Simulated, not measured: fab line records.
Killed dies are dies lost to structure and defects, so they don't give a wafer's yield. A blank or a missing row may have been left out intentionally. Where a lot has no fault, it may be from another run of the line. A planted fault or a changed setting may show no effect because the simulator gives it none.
A struck lot beside a sound one | flow sky130 | 15 out of 708 route steps
Sound: these wafers, L806.1, L806.4, L806.6. The struck wafers were L813.3, L813.5, L813.6. Last of all comes the cause.
Per side, at each step with rows, come the tool, then ch with its chambers, and then its first start. Under that, the readings that differ: sound wafers | struck wafers | difference of the means | sigmas: that difference in standard deviations of wafers without a fault.
alike: readings whose means differ by less than 2 such deviations, and words and numbers that are the same on both sides. not compared: withheld readings, readings that some wafer has no value for, bounds like >300 that may hide the same value, and numbers for which the record gives no deviation and whose values overlap.
A row with sigmas, a row that says differs or no value, or rows on one side alone: a step with any of these is where the two part. Non-overlapping numbers with no deviation appear without sigmas and do not part them. Lack of a reading on every wafer of one side parts them only where that side has two or more wafers.

first, 4 steps without rows for these wafers: SKY_LI_CONTACT_SOFTBAKE_08 (time 90 s); SKY_LI_CONTACT_EXPOSE_09 (exposes mask LICM1, target cd 170 nm); SKY_LI_CONTACT_PEB_10; SKY_LI_CONTACT_DEVELOP_11 (develop time 60 s).
SKY_LI_CONTACT_CD_MEAS_12: the cd target is 170 nm.
  sound on cd_sem-01, day 31 05:39; struck on cd_sem-01, day 34 00:02
  alike: cd_nm
SKY_LI_CONTACT_OVL_MEAS_13:
  sound on overlay-01, day 31 05:46; struck on overlay-02, day 34 00:07
  alike: LI_CONTACT_OVL
SKY_LI_CONTACT_ETCH_14: etches BARC in N2/H2, stops on SiO2, time 45.9 s, target depth 60 nm.
  sound on rie_diel-01 ch 0,1,2, day 31 05:49; struck on rie_diel-04 ch 2,3, day 34 00:09
  alike: drypump_motor_current_A, oes_product_au, throttle_valve_pct
  not compared: rf_hours_counter_h
SKY_LI_CONTACT_ETCH_15: etches PSG in C4F8/O2/Ar, stops on Si, target depth 600 nm.
  sound on rie_diel-01 ch 0,1,2, day 31 05:51; struck on rie_diel-04 ch 2,3, day 34 00:11
  alike: oes_product_au
SKY_LI_CONTACT_STRIP_16: strips in O2/N2.
  sound on plasma_asher-01 ch 0,1, day 31 05:56; struck on plasma_asher-01 ch 0,1, day 34 00:19
  reading                      | sound          | struck         | difference | sigmas
  strip_time_to_endpoint_s (s) | 3.62 3.55 3.54 | 3.46 3.45 3.46 | -0.11      | -2
  alike: drypump_motor_current_A, oes_product_au
  not compared: rf_hours_counter_h
then, 2 steps without rows for these wafers: SKY_LI_CONTACT_CLEAN_17 (cleans in NMP, time 600 s); SKY_LI_CONTACT_PRE_CLEAN_18 (time 5.6 s).
SKY_LI_CONTACT_SPUTTER_19: material Ti, target thk 20 nm, time 106.37 s.
  sound on pvd_sputter-04, day 31 06:14; struck on pvd_sputter-02, day 34 00:35
  alike: cathode_dc_power_W, chamber_pressure_pa, throttle_valve_pct
SKY_LI_CONTACT_SPUTTER_20: material TiN, target thk 20 nm, time 80 s.
  sound on pvd_sputter-04, day 31 06:19; struck on pvd_sputter-02, day 34 00:40
  no value came back on the struck wafers for cathode_dc_power_W (W), chamber_pressure_pa (Pa), throttle_valve_pct (%); on the sound wafers cathode_dc_power_W (W) reads 4000.3 4000.1 4000.2
SKY_LI_CONTACT_CVD_21: deposits W, target thk 400 nm, time 120.56 s.
  sound on cvd_w-01 ch 0,1, day 31 06:22; struck on cvd_w-01 ch 0,1, day 34 00:46
  alike: chamber_pressure_Torr, heater_power_w
-- here the record skips 15 days between the struck wafers' starts before and after, leaving off in module LI_CONTACT and picking up in module PAD_OPEN (first step shown: number 708 of the route) --
SKY_PAD_OPEN_PROBE_99:
  rows exist in the record for the struck wafers here (prober-01, day 49 06:35), but not for the sound ones

== WHERE THEY PART ==
At SKY_LI_CONTACT_STRIP_16 first; at SKY_PAD_OPEN_PROBE_99 last (within this record only).

WHY: what the simulator had put in
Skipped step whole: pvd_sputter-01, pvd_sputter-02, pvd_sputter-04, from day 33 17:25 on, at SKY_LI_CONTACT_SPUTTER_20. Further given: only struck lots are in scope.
